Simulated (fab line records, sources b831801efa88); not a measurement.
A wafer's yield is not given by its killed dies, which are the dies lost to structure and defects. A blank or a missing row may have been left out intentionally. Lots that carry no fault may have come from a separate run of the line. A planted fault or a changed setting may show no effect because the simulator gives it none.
The tool behind it: which one? / flow gf180mcu / 14 lots, 42 wafers sampled, at 3 steps of a route of 602

## WHAT THE GAUGES READ, wafer by wafer
GF_M3_RS_MEAS_05: measurement is done with a four-point probe. Usual: for M3_ALCU_RS the level is 0.0693 ohm/sq and the standard deviation is 0.00061.
lot=L547; measured=day 20 04:26; on=filmMetro-03; M3_ALCU_RS (ohm/sq)=0.0689 0.0691 0.0692; flag=
lot=L548; measured=day 20 12:20; on=filmMetro-03; M3_ALCU_RS (ohm/sq)=0.0690 0.0695 0.0684; flag=
lot=L549; measured=day 20 22:37; on=filmMetro-01; M3_ALCU_RS (ohm/sq)=0.0698 0.0693 0.0695; flag=
lot=L550; measured=day 21 06:28; on=filmMetro-03; M3_ALCU_RS (ohm/sq)=0.0693 0.0687 0.0690; flag=
lot=L554; measured=day 22 23:00; on=filmMetro-01; M3_ALCU_RS (ohm/sq)=0.0705 0.0708 0.0706; flag=
lot=L557; measured=day 24 06:11; on=filmMetro-03; M3_ALCU_RS (ohm/sq)=0.0698 0.0692 0.0694; flag=
lot=L561; measured=day 25 14:45; on=filmMetro-04; M3_ALCU_RS (ohm/sq)=0.0703 0.0698 0.0699; flag=
lot=L563; measured=day 26 08:58; on=filmMetro-03; M3_ALCU_RS (ohm/sq)=0.0691 0.0689 0.0696; flag=
lot=L564; measured=day 26 18:30; on=filmMetro-03; M3_ALCU_RS (ohm/sq)=0.0683 0.0691 0.0688; flag=
lot=L565; measured=day 27 00:12; on=filmMetro-04; M3_ALCU_RS (ohm/sq)=0.0695 0.0700 0.0693; flag=
lot=L566; measured=day 27 06:27; on=filmMetro-04; M3_ALCU_RS (ohm/sq)=0.0687 0.0691 0.0696; flag=
lot=L567; measured=day 27 19:37; on=filmMetro-04; M3_ALCU_RS (ohm/sq)=0.0682 0.0687 0.0687; flag=
lot=L569; measured=day 27 23:10; on=filmMetro-03; M3_ALCU_RS (ohm/sq)=0.0692 0.0704 0.0702; flag=
lot=L570; measured=day 28 03:50; on=filmMetro-01; M3_ALCU_RS (ohm/sq)=0.0697 0.0696 0.0697; flag=

GF_M3_CD_MEAS_14: the cd target is 280 nm. Usual: 280.1 nm for cdNm, sd 1.1.
lot=L547; measured=day 21 03:51; on=cdSem-01; cdNm (nm)=280.6 280.2 279.0; flag=
lot=L548; measured=day 21 12:00; on=cdSem-02; cdNm (nm)=278.5 279.6 279.1; flag=
lot=L549; measured=day 21 22:58; on=cdSem-01; cdNm (nm)=280.8 281.4 282.2; flag=
lot=L550; measured=day 22 06:07; on=cdSem-02; cdNm (nm)=280.0 281.1 281.1; flag=
lot=L554; measured=day 23 21:42; on=cdSem-02; cdNm (nm)=279.4 280.0 279.7; flag=
lot=L557; measured=day 25 03:08; on=cdSem-01; cdNm (nm)=280.7 281.2 280.5; flag=
lot=L561; measured=day 26 11:29; on=cdSem-01; cdNm (nm)=280.5 280.4 280.3; flag=
lot=L563; measured=day 27 04:56; on=cdSem-02; cdNm (nm)=280.9 281.1 280.3; flag=
lot=L564; measured=day 27 14:08; on=cdSem-01; cdNm (nm)=280.1 280.2 278.2; flag=
lot=L565; measured=day 27 20:28; on=cdSem-02; cdNm (nm)=279.7 281.1 282.0; flag=
lot=L566; measured=day 28 02:28; on=cdSem-02; cdNm (nm)=278.3 279.2 278.8; flag=
lot=L567; measured=day 28 14:53; on=cdSem-02; cdNm (nm)=278.7 279.0 278.8; flag=
lot=L569; measured=day 28 18:53; on=cdSem-01; cdNm (nm)=282.8 281.9 283.0; flag=
lot=L570; measured=day 28 22:41; on=cdSem-02; cdNm (nm)=279.3 280.2 279.6; flag=

GF_V3_BOW_MEAS_05. Usual: for V3_BOW the level is 117 um and the standard deviation is 8.6.
lot=L547; measured=day 21 05:14; on=filmMetro-02; V3_BOW (um)=115 116 120; flag=
lot=L548; measured=day 21 13:23; on=filmMetro-01; V3_BOW (um)=118 114 121; flag=
lot=L549; measured=day 22 00:20; on=filmMetro-03; V3_BOW (um)=111 125 124; flag=
lot=L550; measured=day 22 07:30; on=filmMetro-01; V3_BOW (um)=113 110 112; flag=
lot=L554; measured=day 23 23:05; on=filmMetro-03; V3_BOW (um)=119 113 123; flag=
lot=L557; measured=day 25 04:37; on=filmMetro-03; V3_BOW (um)=120 111 109; flag=
lot=L561; measured=day 26 12:52; on=filmMetro-02; V3_BOW (um)=129 126 117; flag=
lot=L563; measured=day 27 06:25; on=filmMetro-02; V3_BOW (um)=108 112 110; flag=
lot=L564; measured=day 27 15:31; on=filmMetro-02; V3_BOW (um)=122 126 119; flag=
lot=L565; measured=day 27 21:52; on=filmMetro-02; V3_BOW (um)=133 126 118; flag=
lot=L566; measured=day 28 03:57; on=filmMetro-02; V3_BOW (um)=132 113 123; flag=
lot=L567; measured=day 28 16:16; on=filmMetro-03; V3_BOW (um)=121 122 116; flag=
lot=L569; measured=day 28 20:16; on=filmMetro-01; V3_BOW (um)=119 116 114; flag=
lot=L570; measured=day 29 00:26; on=filmMetro-01; V3_BOW (um)=119 120 125; flag=

## EACH LOT AND THE TOOL THAT RAN IT (in order: tool; ch and the chambers of the sampled wafers; start)
There is no process step in the record ahead of these readings.

## AS READ BY THE TOOLS THEMSELVES (means over the sampled wafers that have a number; for cases with no such wafer, the mark the record gives instead)
The record holds no such reading with a usual standard deviation.

## THE ANSWER, worked out from the rows above alone
Rule: a lot counts as off when the mean over its wafers that have a number is more than 3 standard deviations away from the usual mean. A lot without any number at a reading at which 4 lots or more have one is off too. The other lots that the step has rows for count as sound. The gauges are gone through in route order, then the tools' own readings, and for those a lot's mean is taken as printed above. The first step at which some lot is off is used, and at that step the reading that is off furthest; a lot without a number counts as furthest.
None of the lots is off at any reading shown; this tells nothing.

## WHAT HAD BEEN PUT IN BY THE SIMULATOR
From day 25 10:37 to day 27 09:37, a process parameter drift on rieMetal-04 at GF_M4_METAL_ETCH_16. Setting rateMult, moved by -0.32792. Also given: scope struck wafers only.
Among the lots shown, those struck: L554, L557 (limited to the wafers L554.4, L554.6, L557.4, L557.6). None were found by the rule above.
